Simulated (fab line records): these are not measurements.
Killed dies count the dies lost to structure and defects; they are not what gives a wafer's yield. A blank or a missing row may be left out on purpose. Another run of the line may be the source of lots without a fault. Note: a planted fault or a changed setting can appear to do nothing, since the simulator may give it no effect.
What tool caused it? :: flow gf180mcu :: 24 lots with 72 wafers sampled at 6 steps, on a route of 602 steps

## WHAT THE GAUGES READ, wafer by wafer
GF_M1_CD_MEAS_14: target cd 230 nm. Usual: cd-nm 230.1 nm, standard deviation 0.95.
lot: L074
measured: day 16 22:56
on: cd-sem-01
cd-nm (nm): 231.3 232.0 230.2
flag: 

lot: L075
measured: day 17 06:47
on: cd-sem-02
cd-nm (nm): 230.9 231.5 230.6
flag: 

lot: L076
measured: day 17 14:16
on: cd-sem-02
cd-nm (nm): 232.1 231.2 230.5
flag: 

lot: L077
measured: day 18 03:10
on: cd-sem-02
cd-nm (nm): 230.4 230.3 229.8
flag: 

lot: L078
measured: day 18 10:44
on: cd-sem-02
cd-nm (nm): 232.0 231.4 230.4
flag: 

lot: L079
measured: day 19 00:05
on: cd-sem-01
cd-nm (nm): 229.4 228.5 229.8
flag: 

lot: L080
measured: day 19 07:56
on: cd-sem-02
cd-nm (nm): 230.4 229.8 229.7
flag: 

lot: L081
measured: day 19 20:41
on: cd-sem-01
cd-nm (nm): 230.8 230.1 230.0
flag: 

lot: L083
measured: day 20 07:20
on: cd-sem-02
cd-nm (nm): 229.8 230.6 231.1
flag: 

lot: L082
measured: day 20 12:48
on: cd-sem-01
cd-nm (nm): 228.9 229.7 230.4
flag: 

lot: L084
measured: day 21 07:32
on: cd-sem-02
cd-nm (nm): 231.1 230.1 230.2
flag: 

lot: L085
measured: day 21 18:32
on: cd-sem-01
cd-nm (nm): 230.8 230.9 230.9
flag: 

lot: L086
measured: day 21 21:58
on: cd-sem-01
cd-nm (nm): 231.0 230.1 230.0
flag: 

lot: L087
measured: day 22 05:44
on: cd-sem-01
cd-nm (nm): 229.2 228.1 228.6
flag: 

lot: L088
measured: day 22 14:23
on: cd-sem-02
cd-nm (nm): 226.6 228.9 228.0
flag: 

lot: L089
measured: day 23 02:27
on: cd-sem-02
cd-nm (nm): 229.7 228.9 229.8
flag: 

lot: L090
measured: day 23 06:45
on: cd-sem-01
cd-nm (nm): 230.0 230.3 230.6
flag: 

lot: L091
measured: day 23 07:30
on: cd-sem-01
cd-nm (nm): 230.1 231.8 230.4
flag: 

lot: L092
measured: day 23 17:57
on: cd-sem-02
cd-nm (nm): 229.5 230.7 229.2
flag: 

lot: L093
measured: day 23 19:47
on: cd-sem-02
cd-nm (nm): 231.3 229.6 229.5
flag: 

lot: L094
measured: day 24 13:35
on: cd-sem-02
cd-nm (nm): 229.0 229.3 229.6
flag: 

lot: L095
measured: day 24 14:20
on: cd-sem-01
cd-nm (nm): 229.5 230.6 230.4
flag: 

lot: L096
measured: day 24 19:27
on: cd-sem-01
cd-nm (nm): 229.5 230.4 230.0
flag: 

lot: L097
measured: day 25 04:18
on: cd-sem-02
cd-nm (nm): 231.0 231.0 230.1
flag: 

GF_V2_RS_MEAS_24: the measuring method here is four-point-probe. Usual: V2_W_RS gives 0.332 ohm/sq (standard deviation 0.0032).
lot: L074
measured: day 20 04:16
on: film-metro-03
V2_W_RS (ohm/sq): 0.334 0.332 0.331
flag: 

lot: L075
measured: day 20 13:02
on: film-metro-04
V2_W_RS (ohm/sq): 0.333 0.332 0.335
flag: 

lot: L076
measured: day 20 19:49
on: film-metro-01
V2_W_RS (ohm/sq): 0.336 0.333 0.331
flag: 

lot: L077
measured: day 21 08:03
on: film-metro-01
V2_W_RS (ohm/sq): 0.333 0.331 0.332
flag: 

lot: L078
measured: day 21 17:25
on: film-metro-04
V2_W_RS (ohm/sq): 0.335 0.333 0.338
flag: 

lot: L079
measured: day 22 05:01
on: film-metro-04
V2_W_RS (ohm/sq): 0.332 0.337 0.335
flag: 

lot: L080
measured: day 22 15:04
on: film-metro-03
V2_W_RS (ohm/sq): 0.335 0.334 0.332
flag: 

lot: L081
measured: day 23 02:09
on: film-metro-01
V2_W_RS (ohm/sq): 0.330 0.333 0.333
flag: 

lot: L083
measured: day 23 11:58
on: film-metro-01
V2_W_RS (ohm/sq): 0.332 0.332 0.334
flag: 

lot: L082
measured: day 23 16:53
on: film-metro-03
V2_W_RS (ohm/sq): 0.334 0.329 0.336
flag: 

lot: L084
measured: day 24 11:20
on: film-metro-04
V2_W_RS (ohm/sq): 0.333 0.330 0.332
flag: 

lot: L085
measured: day 24 20:21
on: film-metro-04
V2_W_RS (ohm/sq): 0.336 0.338 0.334
flag: 

lot: L086
measured: day 24 22:53
on: film-metro-01
V2_W_RS (ohm/sq): 0.329 0.331 0.334
flag: 

lot: L087
measured: day 25 07:15
on: film-metro-01
V2_W_RS (ohm/sq): 0.328 0.329 0.328
flag: 

lot: L088
measured: day 25 14:49
on: film-metro-03
V2_W_RS (ohm/sq): 0.328 0.329 0.326
flag: 

lot: L089
measured: day 26 01:13
on: film-metro-01
V2_W_RS (ohm/sq): 0.337 0.336 0.333
flag: 

lot: L090
measured: day 26 05:59
on: film-metro-01
V2_W_RS (ohm/sq): 0.336 0.333 0.335
flag: 

lot: L091
measured: day 26 07:07
on: film-metro-04
V2_W_RS (ohm/sq): 0.329 0.325 0.327
flag: 

lot: L092
measured: day 26 15:56
on: film-metro-03
V2_W_RS (ohm/sq): 0.335 0.332 0.339
flag: 

lot: L093
measured: day 26 18:43
on: film-metro-01
V2_W_RS (ohm/sq): 0.331 0.332 0.332
flag: 

lot: L094
measured: day 27 09:14
on: film-metro-04
V2_W_RS (ohm/sq): 0.331 0.329 0.336
flag: 

lot: L095
measured: day 27 10:59
on: film-metro-01
V2_W_RS (ohm/sq): 0.336 0.329 0.329
flag: 

lot: L096
measured: day 27 16:11
on: film-metro-04
V2_W_RS (ohm/sq): 0.334 0.336 0.333
flag: 

lot: L097
measured: day 28 00:28
on: film-metro-03
V2_W_RS (ohm/sq): 0.327 0.332 0.330
flag: 

GF_M3_OVL_MEAS_15. Usual: M3_OVL gives 1 nm (standard deviation 7.2).
lot: L074
measured: day 21 05:12
on: overlay-01
M3_OVL (nm): 3 6 6
flag: 

lot: L075
measured: day 21 13:28
on: overlay-01
M3_OVL (nm): -2 -5 -8
flag: 

lot: L076
measured: day 21 20:14
on: overlay-02
M3_OVL (nm): 2 2 1
flag: 

lot: L077
measured: day 22 08:25
on: overlay-02
M3_OVL (nm): 4 10 3
flag: 

lot: L078
measured: day 22 17:30
on: overlay-02
M3_OVL (nm): 16 6 8
flag: 

lot: L079
measured: day 23 05:12
on: overlay-01
M3_OVL (nm): -9 -11 -7
flag: 

lot: L080
measured: day 23 14:15
on: overlay-02
M3_OVL (nm): 0 -9 1
flag: 

lot: L081
measured: day 24 01:33
on: overlay-02
M3_OVL (nm): -7 -5 -5
flag: 

lot: L083
measured: day 24 11:12
on: overlay-01
M3_OVL (nm): -1 -4 -8
flag: 

lot: L082
measured: day 24 15:31
on: overlay-01
M3_OVL (nm): 8 7 7
flag: 

lot: L084
measured: day 25 09:30
on: overlay-02
M3_OVL (nm): 5 6 -3
flag: 

lot: L085
measured: day 25 19:33
on: overlay-02
M3_OVL (nm): 3 8 4
flag: 

lot: L086
measured: day 25 20:31
on: overlay-02
M3_OVL (nm): 13 7 -2
flag: 

lot: L087
measured: day 26 04:42
on: overlay-01
M3_OVL (nm): -3 1 -6
flag: 

lot: L088
measured: day 26 12:45
on: overlay-02
M3_OVL (nm): 11 6 14
flag: 

lot: L089
measured: day 26 22:19
on: overlay-02
M3_OVL (nm): 3 6 15
flag: 

lot: L090
measured: day 27 03:52
on: overlay-01
M3_OVL (nm): 3 -1 -3
flag: 

lot: L091
measured: day 27 04:25
on: overlay-02
M3_OVL (nm): 3 4 3
flag: 

lot: L092
measured: day 27 13:13
on: overlay-01
M3_OVL (nm): -1 13 -1
flag: 

lot: L093
measured: day 27 15:54
on: overlay-02
M3_OVL (nm): -7 -11 -5
flag: 

lot: L094
measured: day 28 06:18
on: overlay-01
M3_OVL (nm): -19 -14 -13
flag: 

lot: L095
measured: day 28 07:48
on: overlay-01
M3_OVL (nm): 3 3 -1
flag: 

lot: L096
measured: day 28 12:46
on: overlay-01
M3_OVL (nm): 12 10 12
flag: 

lot: L097
measured: day 28 20:25
on: overlay-01
M3_OVL (nm): -6 -1 -1
flag: 

GF_V3_THK_MEAS_25: measures by xrf. Usual: V3_W_THK gives 355 nm (standard deviation 6.7).
lot: L074
measured: day 22 07:22
on: film-metro-04
V3_W_THK (nm): 358 361 355
flag: 

lot: L075
measured: day 22 15:22
on: film-metro-02
V3_W_THK (nm): 354 356 356
flag: 

lot: L076
measured: day 22 21:55
on: film-metro-01
V3_W_THK (nm): 368 370 369
flag: 

lot: L077
measured: day 23 10:06
on: film-metro-01
V3_W_THK (nm): 366 364 370
flag: 

lot: L078
measured: day 23 19:26
on: film-metro-04
V3_W_THK (nm): 357 358 359
flag: 

lot: L079
measured: day 24 05:55
on: film-metro-04
V3_W_THK (nm): 351 352 351
flag: 

lot: L080
measured: day 24 14:50
on: film-metro-02
V3_W_THK (nm): 352 355 349
flag: 

lot: L081
measured: day 25 01:44
on: film-metro-02
V3_W_THK (nm): 356 349 354
flag: 

lot: L083
measured: day 25 11:26
on: film-metro-04
V3_W_THK (nm): 355 349 355
flag: 

lot: L082
measured: day 25 15:50
on: film-metro-04
V3_W_THK (nm): 360 356 358
flag: 

lot: L084
measured: day 26 08:28
on: film-metro-04
V3_W_THK (nm): 349 348 355
flag: 

lot: L085
measured: day 26 18:29
on: film-metro-02
V3_W_THK (nm): 350 349 348
flag: 

lot: L086
measured: day 26 20:15
on: film-metro-01
V3_W_THK (nm): 366 367 375
flag: 

lot: L087
measured: day 27 04:44
on: film-metro-02
V3_W_THK (nm): 357 360 360
flag: 

lot: L088
measured: day 27 12:02
on: film-metro-01
V3_W_THK (nm): 355 360 358
flag: 

lot: L089
measured: day 27 21:23
on: film-metro-02
V3_W_THK (nm): 344 342 344
flag: 

lot: L090
measured: day 28 01:58
on: film-metro-02
V3_W_THK (nm): 350 353 350
flag: 

lot: L091
measured: day 28 02:53
on: film-metro-02
V3_W_THK (nm): 348 347 346
flag: 

lot: L092
measured: day 28 11:29
on: film-metro-01
V3_W_THK (nm): 358 362 355
flag: 

lot: L093
measured: day 28 14:02
on: film-metro-02
V3_W_THK (nm): 349 351 347
flag: 

lot: L094
measured: day 29 03:58
on: film-metro-04
V3_W_THK (nm): 356 354 354
flag: 

lot: L095
measured: day 29 05:39
on: film-metro-02
V3_W_THK (nm): 354 350 355
flag: 

lot: L096
measured: day 29 10:12
on: film-metro-01
V3_W_THK (nm): 364 360 360
flag: 

lot: L097
measured: day 29 16:47
on: film-metro-04
V3_W_THK (nm): 351 357 355
flag: 

## EACH LOT AND THE TOOL THAT RAN IT (in order: tool; ch and the chambers of the sampled wafers; start)
lot: L074
GF_M2_STRIP_17: plasma-asher-04 ch 0,1, day 19 01:33
GF_V2_CVD_02: pecvd-01 ch 0,1,2, day 19 02:25

lot: L075
GF_M2_STRIP_17: plasma-asher-04 ch 0,1, day 19 10:11
GF_V2_CVD_02: pecvd-04 ch 1,2, day 19 10:49

lot: L076
GF_M2_STRIP_17: plasma-asher-03 ch 0,1, day 19 17:06
GF_V2_CVD_02: pecvd-04 ch 1,2, day 19 17:53

lot: L077
GF_M2_STRIP_17: plasma-asher-02 ch 0,1, day 20 05:59
GF_V2_CVD_02: pecvd-03 ch 0,1,2, day 20 06:37

lot: L078
GF_M2_STRIP_17: plasma-asher-02 ch 0,1, day 20 14:57
GF_V2_CVD_02: pecvd-04 ch 1,2, day 20 15:46

lot: L079
GF_M2_STRIP_17: plasma-asher-02 ch 0,1, day 21 03:33
GF_V2_CVD_02: pecvd-03 ch 0,1,2, day 21 04:13

lot: L080
GF_M2_STRIP_17: plasma-asher-03 ch 0,1, day 21 12:18
GF_V2_CVD_02: pecvd-04 ch 0,1,2, day 21 13:19

lot: L081
GF_M2_STRIP_17: plasma-asher-02 ch 0,1, day 22 00:15
GF_V2_CVD_02: pecvd-04 ch 1,2, day 22 00:56

lot: L083
GF_M2_STRIP_17: plasma-asher-04 ch 0,1, day 22 10:30
GF_V2_CVD_02: pecvd-03 ch 0,1,2, day 22 11:12

lot: L082
GF_M2_STRIP_17: plasma-asher-03 ch 0,1, day 22 15:44
GF_V2_CVD_02: pecvd-03 ch 0,2, day 22 16:26

lot: L084
GF_M2_STRIP_17: plasma-asher-02 ch 0,1, day 23 10:01
GF_V2_CVD_02: pecvd-03 ch 1,2, day 23 10:41

lot: L085
GF_M2_STRIP_17: plasma-asher-02 ch 0,1, day 23 19:42
GF_V2_CVD_02: pecvd-01 ch 1,2, day 23 20:22

lot: L086
GF_M2_STRIP_17: plasma-asher-03 ch 0,1, day 23 23:20
GF_V2_CVD_02: pecvd-03 ch 0,2, day 24 00:04

lot: L087
GF_M2_STRIP_17: plasma-asher-03 ch 0,1, day 24 06:56
GF_V2_CVD_02: pecvd-04 ch 0,2, day 24 07:38

lot: L088
GF_M2_STRIP_17: plasma-asher-03 ch 0,1, day 24 14:57
GF_V2_CVD_02: pecvd-04 ch 0,1,2, day 24 15:37

lot: L089
GF_M2_STRIP_17: plasma-asher-03 ch 0,1, day 25 01:36
GF_V2_CVD_02: pecvd-03 ch 0,1,2, day 25 02:18

lot: L090
GF_M2_STRIP_17: plasma-asher-03 ch 0,1, day 25 06:50
GF_V2_CVD_02: pecvd-04 ch 0,2, day 25 07:30

lot: L091
GF_M2_STRIP_17: plasma-asher-04 ch 0,1, day 25 07:39
GF_V2_CVD_02: pecvd-01 ch 1,2, day 25 08:19

lot: L092
GF_M2_STRIP_17: plasma-asher-02 ch 0,1, day 25 17:15
GF_V2_CVD_02: pecvd-04 ch 0,1,2, day 25 17:56

lot: L093
GF_M2_STRIP_17: plasma-asher-03 ch 0,1, day 25 19:44
GF_V2_CVD_02: pecvd-01 ch 0,2, day 25 20:26

lot: L094
GF_M2_STRIP_17: plasma-asher-02 ch 0,1, day 26 10:48
GF_V2_CVD_02: pecvd-01 ch 0,1, day 26 11:30

lot: L095
GF_M2_STRIP_17: plasma-asher-04 ch 0,1, day 26 11:57
GF_V2_CVD_02: pecvd-01 ch 0,2, day 26 12:37

lot: L096
GF_M2_STRIP_17: plasma-asher-04 ch 0,1, day 26 17:39
GF_V2_CVD_02: pecvd-03 ch 0,2, day 26 18:19

lot: L097
GF_M2_STRIP_17: plasma-asher-03 ch 0,1, day 27 02:21
GF_V2_CVD_02: pecvd-03 ch 0,2, day 27 03:01
- GF_M2_STRIP_17: strips in O2/N2.
- GF_V2_CVD_02: deposits SiO2 from TEOS, target thk 850 nm, time 94.851 s.

## WHAT THE TOOLS THEMSELVES READ (means of the sampled wafers that have a number; where no wafer has one, the mark that the record gives instead)
GF_M2_STRIP_17. Usual: drypump-motor-current-A 5.56 A, standard deviation 0.29; heater-power-w 359 W, standard deviation 41; n2-flow-sccm 299.9 sccm, standard deviation 0.85; oes-product-au 0.557 a.u., standard deviation 0.0049; strip-time-to-endpoint-s 7.86 s, standard deviation 0.048.
lot: L074
tool: plasma-asher-04
drypump-motor-current-A (A): 5.60
heater-power-w (W): 305
n2-flow-sccm (sccm): 300.3
oes-product-au (a.u.): 0.555
strip-time-to-endpoint-s (s): 7.85
flag: 

lot: L075
tool: plasma-asher-04
drypump-motor-current-A (A): 5.27
heater-power-w (W): 308
n2-flow-sccm (sccm): 300.6
oes-product-au (a.u.): 0.558
strip-time-to-endpoint-s (s): 7.87
flag: 

lot: L076
tool: plasma-asher-03
drypump-motor-current-A (A): 5.74
heater-power-w (W): 345
n2-flow-sccm (sccm): 299.9
oes-product-au (a.u.): 0.558
strip-time-to-endpoint-s (s): 7.85
flag: 

lot: L077
tool: plasma-asher-02
drypump-motor-current-A (A): 5.49
heater-power-w (W): 404
n2-flow-sccm (sccm): 299.8
oes-product-au (a.u.): 0.561
strip-time-to-endpoint-s (s): 7.90
flag: 

lot: L078
tool: plasma-asher-02
drypump-motor-current-A (A): 5.55
heater-power-w (W): 412
n2-flow-sccm (sccm): 300.3
oes-product-au (a.u.): 0.561
strip-time-to-endpoint-s (s): 7.90
flag: 

lot: L079
tool: plasma-asher-02
drypump-motor-current-A (A): 5.48
heater-power-w (W): 397
n2-flow-sccm (sccm): 300.2
oes-product-au (a.u.): 0.556
strip-time-to-endpoint-s (s): 7.89
flag: 

lot: L080
tool: plasma-asher-03
drypump-motor-current-A (A): 5.64
heater-power-w (W): 354
n2-flow-sccm (sccm): 300.6
oes-product-au (a.u.): 0.558
strip-time-to-endpoint-s (s): 7.84
flag: 

lot: L081
tool: plasma-asher-02
drypump-motor-current-A (A): 5.55
heater-power-w (W): 414
n2-flow-sccm (sccm): 300.4
oes-product-au (a.u.): 0.559
strip-time-to-endpoint-s (s): 7.86
flag: 

lot: L083
tool: plasma-asher-04
drypump-motor-current-A (A): 5.26
heater-power-w (W): 306
n2-flow-sccm (sccm): 299.4
oes-product-au (a.u.): 0.558
strip-time-to-endpoint-s (s): 7.87
flag: 

lot: L082
tool: plasma-asher-03
drypump-motor-current-A (A): 5.73
heater-power-w (W): 351
n2-flow-sccm (sccm): 299.8
oes-product-au (a.u.): 0.560
strip-time-to-endpoint-s (s): 7.82
flag: 

lot: L084
tool: plasma-asher-02
drypump-motor-current-A (A): 5.51
heater-power-w (W): 408
n2-flow-sccm (sccm): 299.5
oes-product-au (a.u.): 0.556
strip-time-to-endpoint-s (s): 7.77
flag: 

lot: L085
tool: plasma-asher-02
drypump-motor-current-A (A): 5.55
heater-power-w (W): 409
n2-flow-sccm (sccm): 299.3
oes-product-au (a.u.): 0.551
strip-time-to-endpoint-s (s): 7.80
flag: 

lot: L086
tool: plasma-asher-03
drypump-motor-current-A (A): 5.60
heater-power-w (W): 355
n2-flow-sccm (sccm): 299.3
oes-product-au (a.u.): 0.566
strip-time-to-endpoint-s (s): 7.93
flag: 

lot: L087
tool: plasma-asher-03
drypump-motor-current-A (A): 5.61
heater-power-w (W): 359
n2-flow-sccm (sccm): 300.1
oes-product-au (a.u.): 0.558
strip-time-to-endpoint-s (s): 7.85
flag: 

lot: L088
tool: plasma-asher-03
drypump-motor-current-A (A): 5.63
heater-power-w (W): 357
n2-flow-sccm (sccm): 300.1
oes-product-au (a.u.): 0.553
strip-time-to-endpoint-s (s): 7.79
flag: 

lot: L089
tool: plasma-asher-03
drypump-motor-current-A (A): 5.76
heater-power-w (W): 342
n2-flow-sccm (sccm): 298.9
oes-product-au (a.u.): 0.559
strip-time-to-endpoint-s (s): 7.87
flag: 

lot: L090
tool: plasma-asher-03
drypump-motor-current-A (A): 5.74
heater-power-w (W): 344
n2-flow-sccm (sccm): 300.3
oes-product-au (a.u.): 0.555
strip-time-to-endpoint-s (s): 7.87
flag: 

lot: L091
tool: plasma-asher-04
drypump-motor-current-A (A): 5.25
heater-power-w (W): 304
n2-flow-sccm (sccm): 299.2
oes-product-au (a.u.): 0.559
strip-time-to-endpoint-s (s): 7.87
flag: 

lot: L092
tool: plasma-asher-02
drypump-motor-current-A (A): 5.50
heater-power-w (W): 405
n2-flow-sccm (sccm): 300.5
oes-product-au (a.u.): 0.554
strip-time-to-endpoint-s (s): 7.85
flag: 

lot: L093
tool: plasma-asher-03
drypump-motor-current-A (A): 5.75
heater-power-w (W): 347
n2-flow-sccm (sccm): 300.9
oes-product-au (a.u.): 0.555
strip-time-to-endpoint-s (s): 7.83
flag: 

lot: L094
tool: plasma-asher-02
drypump-motor-current-A (A): 5.53
heater-power-w (W): 395
n2-flow-sccm (sccm): 299.8
oes-product-au (a.u.): 0.557
strip-time-to-endpoint-s (s): 7.89
flag: 

lot: L095
tool: plasma-asher-04
drypump-motor-current-A (A): 5.25
heater-power-w (W): 311
n2-flow-sccm (sccm): 299.5
oes-product-au (a.u.): 0.552
strip-time-to-endpoint-s (s): 7.90
flag: 

lot: L096
tool: plasma-asher-04
drypump-motor-current-A (A): 5.25
heater-power-w (W): 307
n2-flow-sccm (sccm): 300.3
oes-product-au (a.u.): 0.565
strip-time-to-endpoint-s (s): 7.90
flag: 

lot: L097
tool: plasma-asher-03
drypump-motor-current-A (A): 5.74
heater-power-w (W): 350
n2-flow-sccm (sccm): 299.4
oes-product-au (a.u.): 0.560
strip-time-to-endpoint-s (s): 7.96
flag: 

GF_V2_CVD_02. Usual: heater-power-w 712 W, standard deviation 140.
lot: L074
tool: pecvd-01
heater-power-w (W): 779
flag: 

lot: L075
tool: pecvd-04
heater-power-w (W): 750
flag: 

lot: L076
tool: pecvd-04
heater-power-w (W): 780
flag: 

lot: L077
tool: pecvd-03
heater-power-w (W): 644
flag: 

lot: L078
tool: pecvd-04
heater-power-w (W): 685
flag: 

lot: L079
tool: pecvd-03
heater-power-w (W): 734
flag: 

lot: L080
tool: pecvd-04
heater-power-w (W): 725
flag: 

lot: L081
tool: pecvd-04
heater-power-w (W): 797
flag: 

lot: L083
tool: pecvd-03
heater-power-w (W): 624
flag: 

lot: L082
tool: pecvd-03
heater-power-w (W): 560
flag: 

lot: L084
tool: pecvd-03
heater-power-w (W): 833
flag: 

lot: L085
tool: pecvd-01
heater-power-w (W): 857
flag: 

lot: L086
tool: pecvd-03
heater-power-w (W): 560
flag: 

lot: L087
tool: pecvd-04
heater-power-w (W): 699
flag: 

lot: L088
tool: pecvd-04
heater-power-w (W): 620
flag: 

lot: L089
tool: pecvd-03
heater-power-w (W): 715
flag: 

lot: L090
tool: pecvd-04
heater-power-w (W): 748
flag: 

lot: L091
tool: pecvd-01
heater-power-w (W): 746
flag: 

lot: L092
tool: pecvd-04
heater-power-w (W): 713
flag: 

lot: L093
tool: pecvd-01
heater-power-w (W): 793
flag: 

lot: L094
tool: pecvd-01
heater-power-w (W): 768
flag: 

lot: L095
tool: pecvd-01
heater-power-w (W): 861
flag: 

lot: L096
tool: pecvd-03
heater-power-w (W): 535
flag: 

lot: L097
tool: pecvd-03
heater-power-w (W): 571
flag: 

## THE ANSWER, worked out from the rows above alone
Rule: a lot counts as off when the mean over its wafers that have a number is more than 3 standard deviations away from the usual mean. A lot without any number at a reading at which 4 lots or more have one is off too. The other lots that the step has rows for count as sound. The gauges are gone through in route order, then the tools' own readings, and for those a lot's mean is taken as printed above. At the first step where some lot is off, the reading lying furthest off is the one used; lots without a number count as furthest.
None of the lots is off at any reading shown; this tells nothing.

## WHAT THE SIMULATOR HAD INSERTED
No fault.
